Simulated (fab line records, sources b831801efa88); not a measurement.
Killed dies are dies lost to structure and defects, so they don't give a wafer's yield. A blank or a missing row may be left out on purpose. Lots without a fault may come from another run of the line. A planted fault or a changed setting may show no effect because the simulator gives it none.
fab line records | flow sky130
record lots=7 wafers=21 last_day=50
route steps=708 shown SONOS_TUNNEL@165 SONOS_ONO@168 PAD_OPEN@708
lots that met no fault: from a run of the same line without faults
start_h: hours from the record's first day to the start of the lot's first wafer shown | wait_h: hours since the lot's step before | " the same as in the row above | L1.1+2: a row that stands for several wafers | - no value, or no start given | * or withheld: withheld | < > ~ a bound
route shown NAME@n: a module of which the file shows steps, and the number in the route of the first | usual: mean/standard deviation of fault-free wafers | same: alike in all rows | chamber/n: place in a boat | sites: the reading at each site | _std_site: their standard deviation | _edge_site: outer sites' mean less inner sites' | radius_mm: how far each site lies from the wafer's centre | mask NAME#n: copy n | behind: the tool/chamber that last shaped the wafer | hold: why the lot was held/for how many hours/how that ended | device: the transistor (n, p or np) that didn't switch | end of line: the same wafers' tests at the end of the route | a step without rows: its recipe alone | killed: dies lost to structure and defects at the first sort, not the wafer's yield | map: a wafer's dies, x killed, . not, _ none there
set.NAME: the setting as run; set.NAME@STEP: as run at that earlier step | model.NAME: the simulator's own value behind a step, which no gauge read
lots at some steps of the route; a table a step, a row a wafer
services: from which hour (start_h, from the record's first day; less than 0 if before it) a tool's chamber was out of use, for how many hours, and why
## steps
# step SKY_SONOS_TUNNEL_STRIP_11
# recipe chemistry=SPM time_s=600 temp_c=130
# step SKY_SONOS_TUNNEL_TW_MEAS_12
# usual SONOS_TUNNEL_TW=197.3/2.1
# columns lot.wafer tool chamber start_h wait_h SONOS_TUNNEL_TW
L210.1 film_metro-04 - 263.66 0.0 194.2
L210.3 " - " " 194.3
L210.4 " - " " 193.3
L214.3 film_metro-03 - 295.08 0.0 200.7
L214.4 " - " " 200.8
L214.6 " - " " 199.6
L216.3 film_metro-04 - 310.00 0.0 195.8
L216.5 " - " " 195.4
L216.6 " - " " 196.3
L217.2 film_metro-04 - 325.65 0.0 195.0
L217.3 " - " " 195.0
L217.5 " - " " 195.0
L218.1 film_metro-04 - 326.16 0.0 195.5
L218.2 " - " " 195.9
L218.3 " - " " 196.4
L227.2 film_metro-02 - 396.71 0.0 196.4
L227.5 " - " " 197.6
L227.6 " - " " 196.3
L228.2 film_metro-02 - 411.72 0.0 198.1
L228.4 " - " " 197.7
L228.5 " - " " 196.8
# step SKY_SONOS_TUNNEL_CLEAN_13
# recipe chemistry=dHF time_s=20 dilution=100:1 dry=ipa_marangoni
# step SKY_SONOS_ONO_OXIDATION_00
# recipe temp_c=800 ambient=O2 idle_temp_c=700 ramp_up_c_per_min=10 ramp_down_c_per_min=3 stabilise_s=600 purge_s=300 target_thk_a=26 ox_time_s=1249
# step SKY_SONOS_ONO_THK_MEAS_01
# recipe reads=SiO2_of_SONOS_ONO_OXIDATION_00
# usual SONOS_ONO_OXIDATION_THK=2.60/0.076
# columns lot.wafer tool chamber start_h wait_h SONOS_ONO_OXIDATION_THK[nm]
L210.1 film_metro-04 - 266.36 0.0 2.58
L210.3 " - " " 2.63
L210.4 " - " " 2.61
L214.3 film_metro-04 - 297.78 0.0 2.60
L214.4 " - " " 2.60
L214.6 " - " " 2.54
L216.3 film_metro-01 - 311.42 0.0 2.52
L216.5 " - " " 2.57
L216.6 " - " " 2.61
L218.1 film_metro-03 - 329.15 0.0 2.60
L218.2 " - " " 2.59
L218.3 " - " " 2.56
L217.2 film_metro-04 - 329.16 0.0 2.66
L217.3 " - " " 2.69
L217.5 " - " " 2.61
L227.2 film_metro-04 - 400.22 0.0 2.66
L227.5 " - " " 2.74
L227.6 " - " " 2.75
L228.2 film_metro-04 - 413.15 0.0 2.59
L228.4 " - " " 2.62
L228.5 " - " " 2.58
# step SKY_SONOS_ONO_CVD_02
# recipe material=Si3N4 precursor=DCS/NH3 target_thk_nm=10.5 temp_c=770 time_s=180 pressure_mtorr=250
# step SKY_SONOS_ONO_THK_MEAS_03
# recipe reads=Si3N4_of_SONOS_ONO_CVD_02
# usual SONOS_ONO_CVD_02_THK=10.58/0.14
# columns lot.wafer tool chamber start_h wait_h SONOS_ONO_CVD_02_THK[nm]
L210.1 film_metro-03 - 269.67 0.0 10.45
L210.3 " - " " 10.45
L210.4 " - " " 10.48
L214.3 film_metro-03 - 300.22 0.0 10.44
L214.4 " - " " 10.52
L214.6 " - " " 10.45
L216.3 film_metro-04 - 312.53 0.0 10.89
L216.5 " - " " 10.77
L216.6 " - " " 10.85
L218.1 film_metro-04 - 330.26 0.0 10.64
L218.2 " - " " 10.76
L218.3 " - " " 10.67
L217.2 film_metro-01 - 330.27 0.0 10.43
L217.3 " - " " 10.55
L217.5 " - " " 10.57
L227.2 film_metro-03 - 402.53 0.0 10.49
L227.5 " - " " 10.61
L227.6 " - " " 10.49
L228.2 film_metro-04 - 414.54 0.0 10.48
L228.4 " - " " 10.54
L228.5 " - " " 10.62
# step SKY_SONOS_ONO_CVD_04
# recipe material=SiO2 precursor=SiH4/N2O target_thk_nm=5.7199 temp_c=900 pressure_mtorr=400
# step SKY_SONOS_ONO_THK_MEAS_05
# recipe reads=SiO2_of_SONOS_ONO_CVD_04
# usual SONOS_ONO_CVD_04_THK=5.67/0.12
# columns lot.wafer tool chamber start_h wait_h SONOS_ONO_CVD_04_THK[nm]
L210.1 film_metro-03 - 270.98 0.0 5.67
L210.3 " - " " 5.62
L210.4 " - " " 5.68
L214.3 film_metro-04 - 301.53 0.0 5.63
L214.4 " - " " 5.59
L214.6 " - " " 5.56
L216.3 film_metro-03 - 313.84 0.0 5.70
L216.5 " - " " 5.68
L216.6 " - " " 5.77
L218.1 film_metro-04 - 331.57 0.0 5.69
L218.2 " - " " 5.69
L218.3 " - " " 5.63
L217.2 film_metro-03 - 331.58 0.0 5.67
L217.3 " - " " 5.68
L217.5 " - " " 5.67
L227.2 film_metro-04 - 403.84 0.0 5.72
L227.5 " - " " 5.85
L227.6 " - " " 5.77
L228.2 film_metro-03 - 415.85 0.0 5.49
L228.4 " - " " 5.56
L228.5 " - " " 5.55
# step SKY_SONOS_ONO_DEHYDRATE_06
# recipe temp_c=200 time_s=60
# step SKY_SONOS_ONO_HMDS_07
# recipe prime_time_s=60 prime_temp_c=120
# step SKY_SONOS_ONO_COAT_08
# recipe resist=NOVOLAK spin_rpm=3000 resist_thk_nm=1140
# step SKY_SONOS_ONO_SOFTBAKE_09
# recipe temp_c=90 time_s=60 resist=NOVOLAK
# usual heater_power_total_W=56.60/0.05 run_length_s=89.10/0.15
# columns lot.wafer tool chamber start_h wait_h heater_power_total_W run_length_s
L210.1 litho_track-03 0 282.70 0.1 56.55 88.81
L210.3 " 0 " " 56.50 88.71
L210.4 " 0 " " 56.64 88.80
L214.3 litho_track-01 0 314.28 0.1 71.72 57.77
L214.4 " 0 " " 71.91 57.53
L214.6 " 0 " " 71.86 57.65
L216.3 litho_track-01 0 326.13 0.1 71.95 57.47
L216.5 " 0 " " 71.87 57.55
L216.6 " 0 " " 71.96 57.56
L217.2 litho_track-01 0 344.61 0.1 71.99 57.45
L217.3 " 0 " " 71.99 57.47
L217.5 " 0 " " 71.91 57.45
L218.1 litho_track-02 0 344.86 0.1 56.59 89.27
L218.2 " 0 " " 56.62 89.15
L218.3 " 0 " " 56.55 89.36
L227.2 litho_track-02 0 418.24 0.1 56.52 89.15
L227.5 " 0 " " 56.60 89.06
L227.6 " 0 " " 56.51 89.34
L228.2 litho_track-01 0 431.26 0.1 56.60 89.18
L228.4 " 0 " " 56.55 88.96
L228.5 " 0 " " 56.59 89.26
# step SKY_SONOS_ONO_EXPOSE_10
# recipe mask_id=ONOM target_cd_nm=410 na=0.6 source_shape=conventional sigma_outer=0.6 dose_mj=150
# step SKY_SONOS_ONO_PEB_11
# recipe temp_c=withheld time_s=* resist=NOVOLAK
# step SKY_SONOS_ONO_DEVELOP_12
# recipe develop_time_s=60 dev_temp_c=23
# columns lot.wafer tool chamber start_h wait_h model.NOVOLAK_of_SONOS_ONO_COAT_08.thk_nm
L210.1 litho_track-03 0 295.60 0.1 1140
L210.3 " 0 " " 1142
L210.4 " 0 " " 1143
L214.3 litho_track-03 0 327.15 0.1 1161
L214.4 " 0 " " 1158
L214.6 " 0 " " 1157
L216.3 litho_track-02 0 339.81 0.1 1153
L216.5 " 0 " " 1157
L216.6 " 0 " " 1154
L217.2+3 litho_track-02 0 358.19 0.1 1165
L217.5 " 0 " " 1160
L218.1 litho_track-03 0 358.40 0.1 1140
L218.2 " 0 " " 1138
L218.3 " 0 " " 1142
L227.2+6 litho_track-02 0 434.09 0.1 1141
L227.5 " 0 " " 1139
L228.2 litho_track-02 0 446.54 0.1 1138
L228.4 " 0 " " 1142
L228.5 " 0 " " 1140
# step SKY_SONOS_ONO_CD_MEAS_13
# recipe target_cd_nm=410
# usual cd_nm=409.6/2.1
# columns lot.wafer tool chamber start_h wait_h cd_nm
L210.1 cd_sem-02 - 295.75 0.1 406.3
L210.3 " - " " 406.9
L210.4 " - " " 405.7
L214.3 cd_sem-02 - 327.29 0.1 409.3
L214.4 " - " " 407.6
L214.6 " - " " 408.7
L216.3 cd_sem-01 - 339.95 0.1 411.9
L216.5 " - " " 412.2
L216.6 " - " " 413.1
L217.2 cd_sem-01 - 358.33 0.1 414.3
L217.3 " - " " 412.3
L217.5 " - " " 414.0
L218.1 cd_sem-02 - 358.55 0.1 411.3
L218.2 " - " " 411.4
L218.3 " - " " 413.5
L227.2 cd_sem-01 - 434.23 0.1 410.4
L227.5 " - " " 409.8
L227.6 " - " " 411.4
L228.2 cd_sem-01 - 446.68 0.1 409.0
L228.4 " - " " 413.2
L228.5 " - " " 411.7
# step SKY_SONOS_ONO_OVL_MEAS_14
# usual SONOS_ONO_OVL=-0.6/1.3
# columns lot.wafer tool chamber start_h wait_h SONOS_ONO_OVL[nm]
L210.1 overlay-02 - 295.87 0.1 -1.6
L210.3 " - " " -2.1
L210.4 " - " " -1.9
L214.3 overlay-02 - 327.38 0.1 -1.6
L214.4 " - " " -1.2
L214.6 " - " " -2.4
L216.3 overlay-02 - 340.05 0.1 1.0
L216.5 " - " " -0.1
L216.6 " - " " -1.1
L217.2 overlay-01 - 358.44 0.1 0.1
L217.3 " - " " -1.7
L217.5 " - " " -1.3
L218.1 overlay-01 - 358.67 0.1 0.2
L218.2 " - " " -0.1
L218.3 " - " " 1.5
L227.2 overlay-01 - 434.34 0.1 -1.6
L227.5 " - " " -1.0
L227.6 " - " " 0.7
L228.2 overlay-01 - 446.79 0.1 -0.6
L228.4 " - " " 0.0
L228.5 " - " " -0.8
# step SKY_SONOS_ONO_ETCH_15
# recipe target_depth_nm=19.52 chemistry=CHF3/O2 source_w=600 bias_w=200 pressure_mtorr=40 chf3_flow_sccm=50 O2_flow_sccm=5 time_s=7.8
# usual O2_flow_sccm=4.998/0.013 drypump_motor_current_A=5.7/0.41 oes_product_au=1.001/0.012 throttle_valve_pct=8.825/0.01
# columns lot.wafer tool chamber start_h wait_h O2_flow_sccm drypump_motor_current_A oes_product_au rf_hours_counter_h throttle_valve_pct model.NOVOLAK_of_SONOS_ONO_COAT_08.thk_nm
L210.1 rie_diel-04 0 295.91 0.0 4.986 5.7 0.992 5 8.817 1124
L210.3 " 3 " " 4.990 5.7 1.012 1 8.835 1125
L210.4 " 2 " " 5.007 5.7 1.007 124 8.836 1126
L214.3 rie_diel-01 0 327.40 0.0 5.008 6.0 0.993 10 8.827 1145
L214.4 " 1 " " 5.004 5.7 1.020 111 8.838 1141
L214.6 " 0 " " 4.988 6.0 0.996 - 8.831 1141
L216.3 rie_diel-04 0 340.07 0.0 4.991 5.7 1.007 6 8.829 1137
L216.5 " 1 " " 5.002 6.5 0.999 - 8.828 1141
L216.6 " 0 " " 4.993 5.7 0.994 - 8.822 1138
L217.2 rie_diel-02 0 358.47 0.0 5.012 5.0 1.014 1 8.842 1148
L217.3 " 1 " " 5.018 5.1 1.017 37 8.816 1148
L217.5 " 2 " " 5.008 5.6 1.006 - 8.829 1143
L218.1 rie_diel-01 1 358.70 0.0 4.982 5.7 1.025 111 8.838 1123
L218.2 " 3 " " 4.985 5.6 1.020 2 8.821 1121
L218.3 " 2 " " 5.003 5.9 0.995 59 8.828 1126
L227.2 rie_diel-01 1 434.37 0.0 4.995 5.7 1.005 0 8.821 1125
L227.5 " 1 " " 5.015 5.7 1.007 - 8.823 1122
L227.6 " 0 " " 4.994 6.0 0.986 - 8.831 1125
L228.2 rie_diel-04 1 446.82 0.0 5.011 6.5 0.992 69 8.809 1122
L228.4 " 3 " " 5.007 5.7 1.012 4 8.822 1125
L228.5 " 0 " " 5.000 5.7 0.989 - 8.813 1124
# step SKY_SONOS_ONO_WET_ETCH_16
# recipe chemistry=dHF target_depth_nm=14 dry=n2_spin target=SiO2 dilution=100:1 temp_c=25 time_s=276
# step SKY_SONOS_ONO_STRIP_17
# recipe chemistry=O2/N2 power_w=1400 pressure_mtorr=1500 platen_temp_c=withheld o2_flow_sccm=3000 n2_flow_sccm=300 overash_fraction=0.5
# usual drypump_motor_current_A=6.1/0.42 oes_product_au=0.711/0.0044 strip_time_to_endpoint_s=14.10/0.038
# columns lot.wafer tool chamber start_h wait_h drypump_motor_current_A oes_product_au rf_hours_counter_h strip_time_to_endpoint_s
L210.1 plasma_asher-02 0 296.01 0.0 6.3 0.710 48 14.10
L210.3 " 0 " " 6.3 0.710 - 14.11
L210.4 " 1 " " 6.2 0.710 - 14.14
L214.3 plasma_asher-02 1 327.55 0.0 6.2 0.713 - 14.35
L214.4 " 0 " " 6.3 0.711 - 14.30
L214.6 " 0 " " 6.3 0.711 - 14.29
L216.3 plasma_asher-01 1 340.30 0.0 6.3 0.712 - 14.24
L216.5 " 0 " " 5.5 0.710 - 14.30
L216.6 " 1 " " 6.3 0.707 - 14.26
L217.2 plasma_asher-03 0 358.58 0.0 5.7 0.716 65 14.37
L217.3 " 0 " " 5.7 0.720 - 14.39
L217.5 " 1 " " 6.9 0.707 - 14.34
L218.1 plasma_asher-02 0 358.81 0.0 6.3 0.707 54 14.08
L218.2 " 1 " " 6.2 0.712 54 14.10
L218.3 " 1 " " 6.2 0.711 - 14.13
L227.2 plasma_asher-03 0 434.48 0.0 5.7 0.711 0 14.12
L227.5 " 0 " " 5.8 0.716 - 14.08
L227.6 " 1 " " 6.8 0.714 - 14.12
L228.2 plasma_asher-01 0 446.93 0.0 5.5 0.710 76 14.07
L228.4 " 1 " " 6.3 0.711 - 14.11
L228.5 " 0 " " 5.5 0.715 - 14.11
# step SKY_SONOS_ONO_WET_ETCH_18
# recipe chemistry=H3PO4 target_depth_nm=15 target=Si3N4 temp_c=160 time_s=172
# step SKY_PAD_OPEN_PROBE_99
# usual killed_at_M0_to_M3=44/7.4 killed_at_M4_up=3.2/1.8 killed_at_contacts=25/5.2 killed_at_front_end=15/4.5 killed_at_other=0.2/0.43 killed_dies=87/9.6 killed_open=48/7.6 killed_short=40/5.7
# same gross_dies=492 killed_at_back_side=0
# columns lot.wafer tool chamber start_h wait_h killed_at_M0_to_M3 killed_at_M4_up killed_at_contacts killed_at_front_end killed_at_other killed_dies killed_open killed_short
L210.1 prober-01 - 1091.66 0.1 46 2 31 12 0 91 53 38
L210.3 prober-01 - 1091.76 0.2 62 5 25 6 0 98 54 44
L210.4 prober-01 - 1091.81 0.2 52 2 30 14 1 99 60 39
L214.3 prober-01 - 1112.50 0.2 40 3 26 18 0 87 44 43
L214.4 prober-01 - 1112.55 0.2 44 4 29 14 1 92 48 44
L214.6 prober-01 - 1112.65 0.2 52 1 20 19 0 92 44 48
L216.3 prober-01 - 1125.43 0.2 27 1 29 19 0 76 41 35
L216.5 prober-01 - 1125.53 0.2 41 6 18 24 0 89 50 39
L216.6 prober-01 - 1125.58 0.2 45 4 11 27 0 87 46 41
L227.2 prober-02 - 1180.56 0.1 40 1 28 18 1 88 53 35
L227.5 prober-02 - 1180.71 0.2 37 1 29 11 0 78 39 39
L227.6 prober-02 - 1180.76 0.2 46 3 18 11 0 78 39 39
# killed by level:class
L210.1 LI_CONTACT:geometric_particle:open=10 VIA1:geometric_particle:open=10 CONTACT:geometric_particle:open=9 VIA1:geometric_particle:short=7 POLY_GATE:geometric_particle:open=6 VIA2:geometric_particle:open=6 METAL3:geometric_particle:short=6 LOCAL_INTERCONNECT:geometric_particle:short=5
L210.3 VIA1:geometric_particle:open=19 VIA3:geometric_particle:open=11 LI_CONTACT:geometric_particle:open=6 LOCAL_INTERCONNECT:geometric_particle:short=6 CONTACT:geometric_particle:short=6 VIA1:geometric_particle:short=6 VIA2:geometric_particle:open=6 CONTACT:geometric_particle:open=5
L210.4 CONTACT:geometric_particle:open=14 VIA1:geometric_particle:open=13 VIA2:geometric_particle:open=9 VIA1:geometric_particle:short=7 LI_CONTACT:geometric_particle:open=6 LI_CONTACT:geometric_particle:short=4 METAL1:geometric_particle:short=4 METAL3:geometric_particle:short=4
L214.3 LI_CONTACT:geometric_particle:open=8 CONTACT:geometric_particle:open=8 CONTACT:geometric_particle:short=7 VIA1:geometric_particle:open=7 VIA3:geometric_particle:open=7 METAL2:geometric_particle:short=6 METAL1:geometric_particle:short=5 VIA1:geometric_particle:short=5
L214.4 LI_CONTACT:geometric_particle:open=10 CONTACT:geometric_particle:open=10 VIA1:geometric_particle:open=8 METAL2:geometric_particle:short=8 CONTACT:geometric_particle:short=7 VIA3:geometric_particle:open=6 FIELD_ISO:geometric_particle:short=5 VIA1:geometric_particle:short=5
L214.6 CONTACT:geometric_particle:open=9 METAL1:geometric_particle:short=8 VIA1:geometric_particle:short=8 VIA2:geometric_particle:open=7 VIA1:geometric_particle:open=7 LI_CONTACT:geometric_particle:open=6 METAL2:geometric_particle:short=6 POLY_GATE:geometric_particle:open=5
L216.3 CONTACT:geometric_particle:open=10 VIA1:geometric_particle:open=8 CONTACT:geometric_particle:short=7 LI_CONTACT:geometric_particle:open=6 FIELD_ISO:geometric_particle:short=5 POLY_GATE:geometric_particle:open=5 METAL3:geometric_particle:short=5 POLY_GATE:geometric_particle:short=4
L216.5 VIA1:geometric_particle:open=10 CONTACT:geometric_particle:open=9 VIA2:geometric_particle:open=8 POLY_GATE:geometric_particle:open=7 POLY_GATE:geometric_particle:short=7 METAL2:geometric_particle:short=4 VIA3:geometric_particle:short=4 LOCAL_INTERCONNECT:geometric_particle:short=3
L216.6 VIA1:geometric_particle:open=10 POLY_GATE:geometric_particle:short=8 METAL2:geometric_particle:short=7 FIELD_ISO:geometric_particle:open=6 POLY_GATE:geometric_particle:open=6 LI_CONTACT:geometric_particle:open=5 METAL3:geometric_particle:short=5 VIA3:geometric_particle:open=5
L227.2 CONTACT:geometric_particle:open=10 VIA1:geometric_particle:short=9 VIA1:geometric_particle:open=8 LI_CONTACT:geometric_particle:open=7 LOCAL_INTERCONNECT:geometric_particle:short=6 VIA3:geometric_particle:open=6 POLY_GATE:geometric_particle:open=5 VIA2:geometric_particle:open=5
L227.5 CONTACT:geometric_particle:open=8 VIA1:geometric_particle:open=8 FIELD_ISO:geometric_particle:short=6 CONTACT:geometric_particle:short=6 LI_CONTACT:geometric_particle:open=6 LI_CONTACT:geometric_particle:short=5 METAL1:geometric_particle:short=5 VIA1:geometric_particle:short=4
L227.6 VIA1:geometric_particle:open=13 VIA3:geometric_particle:open=11 CONTACT:geometric_particle:open=6 POLY_GATE:geometric_particle:short=5 VIA3:geometric_particle:short=4 LI_CONTACT:geometric_particle:short=4 LI_CONTACT:geometric_particle:open=4 METAL3:geometric_particle:short=4
## services
# columns tool chamber start_h hours kind
plasma_asher-01 - 261.90 2.4 repair
rie_diel-04 3 262.08 5.5 repair
plasma_asher-03 - 269.32 1.4 repair
rie_diel-01 3 272.03 - clean
plasma_asher-02 - 272.30 10.8 repair
rie_diel-04 1 276.82 18.4 repair
plasma_asher-03 - 314.18 2.8 pm
rie_diel-04 - 319.53 2.8 pm
rie_diel-01 2 320.62 3.1 repair
rie_diel-04 2 323.63 16.6 repair
rie_diel-04 1 325.44 4.7 repair
rie_diel-02 0 332.10 1.6 repair
rie_diel-04 1 333.34 1.4 repair
rie_diel-02 3 343.39 12.2 repair
rie_diel-04 3 345.24 5.5 repair
plasma_asher-02 - 378.95 1.7 repair
rie_diel-02 1 384.22 17.6 repair
plasma_asher-03 - 386.08 3.9 repair
rie_diel-04 2 394.00 3.2 repair
rie_diel-04 1 396.01 8.5 repair
plasma_asher-01 - 414.34 14.6 pm
plasma_asher-03 - 421.25 9.0 pm
rie_diel-01 2 422.46 1.4 repair
plasma_asher-02 - 439.47 21.2 repair
## key
first_sign step=SKY_SONOS_ONO_SOFTBAKE_09 reading=heater_power_total_W direction=up sigmas=99+ usual=* struck=*
effect step=SKY_SONOS_ONO_SOFTBAKE_09 reading=run_length_s direction=down sigmas=99+ usual=* struck=*
effect step=SKY_SONOS_ONO_STRIP_17 reading=strip_time_to_endpoint_s direction=up sigmas=5.7 usual=* struck=* through=*
model_effect step=SKY_SONOS_ONO_DEVELOP_12 value=NOVOLAK_of_SONOS_ONO_COAT_08.thk_nm without=1139 struck=1159
model_effect step=SKY_SONOS_ONO_ETCH_15 value=NOVOLAK_of_SONOS_ONO_COAT_08.thk_nm without=1122 struck=1143
met_at SKY_SONOS_ONO_SOFTBAKE_09
struck_wafers L214.3,L214.4,L214.6,L216.3,L216.5,L216.6,L217.2,L217.3,L217.5
tester_left_out L214,L216,L217
loop_trim step=SKY_SONOS_ONO_EXPOSE_10 setting=dose lots=L217
fault kind=process_parameter_drift tool=litho_track-01 chamber=- onset_h=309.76 steps=SKY_SONOS_ONO_SOFTBAKE_09 channel=time_s offset=* shape=step end_h=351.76 acts_in=* stated=*
# tester_left_out: of these lots the tester's yield and bins aren't shown, on N5 and GAA mostly nor the transistor test; their killed dies are dies lost to structure and defects alone, not to doping, threshold or leakage, so they don't give the yield
# loop_trim: a control loop set the setting to another value than it would have without faults
